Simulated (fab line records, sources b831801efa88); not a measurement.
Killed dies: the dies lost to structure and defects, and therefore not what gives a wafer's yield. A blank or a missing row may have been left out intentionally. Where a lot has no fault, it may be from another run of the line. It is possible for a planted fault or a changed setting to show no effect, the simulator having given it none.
One fault through the eyes of 2 desks | flow sky130 | numbers are kept per desk, each desk with only its own; the story behind them comes last

AT THE METROLOGY DESK
What the gauges read, lot by lot, whatever tool the lot ran on: means of the sampled wafers that have a number. Marked OUT: a lot whose mean sits more than 4 standard deviations from the usual mean, which makes it out of limits; the brackets give that distance.
Columns: A = cdNm at SKY_FIELD_ISO_CD_MEAS_13, usual 150.0 nm; B = RES_XHIGH_TW at SKY_RES_XHIGH_TW_MEAS_09, usual 1655; C = RES_XHIGH_RS at SKY_SD_N_RS_MEAS_18, usual 333.2 ohm/sq; D = VIA1_BOW at SKY_VIA1_BOW_MEAS_03, usual 82 um; E = cdNm at SKY_VIA1_CD_MEAS_12, usual 149.9 nm
lot  | first seen here | A     | B              | C                       | D  | E
L854 | day 2 15:47     | 147.8 | 1650           | 332.7                   | 76 | 150.5
L855 | day 2 20:53     | 150.3 | 1684           | 334.5                   | 86 | 151.0
L856 | day 3 00:48     | 149.8 | 1657           | 333.6                   | 79 | 150.8
L857 | day 3 07:43     | 150.5 | 1652           | 333.1                   | 78 | 148.8
L859 | day 3 22:14     | 152.4 | 1660           | 333.4                   | 80 | 150.6
L864 | day 4 21:47     | 151.6 | 1400 (-21) OUT | 526.8 (+99 or more) OUT | 82 | 150.4
L867 | day 5 10:43     | 152.8 | 1388 (-22) OUT | 528.6 (+99 or more) OUT | 82 | 152.7
L868 | day 5 16:08     | 147.9 | 1406 (-21) OUT | 525.7 (+99 or more) OUT | 84 | 149.4
L872 | day 6 15:37     | 148.8 | 1646           | 333.2                   | 87 | 149.2
L873 | day 6 20:29     | 151.2 | 1643           | 333.8                   | 92 | 147.8
L875 | day 7 06:45     | 150.8 | 1646           | 334.0                   | 86 | 148.2
This desk reports L864, L867, L868 out of limits; the earliest was L864 at day 32 03:51 (RES_XHIGH_TW at SKY_RES_XHIGH_TW_MEAS_09). L854, L855, L856, L857, L859, L872, L873, L875 stayed within limits.

TOOL OWNER'S DESK, implanter-04
The tool's own readings at SKY_RES_XHIGH_IMPLANT_07: means of the sampled wafers that have a number, for each lot that ran on this tool. Marked OUT: a lot whose mean sits more than 4 standard deviations from the usual mean, which makes it out of limits; the brackets give that distance.
Columns: A = beamOnS at SKY_RES_XHIGH_IMPLANT_07, usual 38 s; B = doseIonsCm2 at SKY_RES_XHIGH_IMPLANT_07, usual 3.602e+14; C = faradayCurrentUA at SKY_RES_XHIGH_IMPLANT_07, usual 542
lot  | first seen here | A  | B                           | C
L856 | day 28 00:12    | 42 | 3.604e+14                   | 482
L855 | day 28 06:51    | 42 | 3.601e+14                   | 480
L864 | day 32 03:36    | 24 | 2.043e+14 (-99 or more) OUT | 473
L868 | day 32 07:14    | 24 | 2.039e+14 (-99 or more) OUT | 478
L867 | day 32 09:32    | 24 | 2.040e+14 (-99 or more) OUT | 470
Finding of this desk: L864, L867, L868 out of limits; the first was L864 at day 32 03:36, on doseIonsCm2 at SKY_RES_XHIGH_IMPLANT_07. L856, L855 stayed within limits.

PUT TOGETHER
The tool owner's desk had the chance to raise an alarm at day 32 03:36 on L864, L867, L868.
L864, L867, L868 would have let the metrology desk raise an alarm at day 32 03:51.
SKY_RES_XHIGH_IMPLANT_07 was run on implanter-04 by each of the lots named.

WHAT THE SIMULATOR PUT IN
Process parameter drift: implanter-04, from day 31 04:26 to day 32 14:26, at SKY_RES_XHIGH_IMPLANT_07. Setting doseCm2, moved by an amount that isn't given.
Lots struck among those shown: L864, L867, L868.
Hours from the fault's start to each desk's first reading out of limits: the tool owner's desk, 23; the metrology desk, 23.
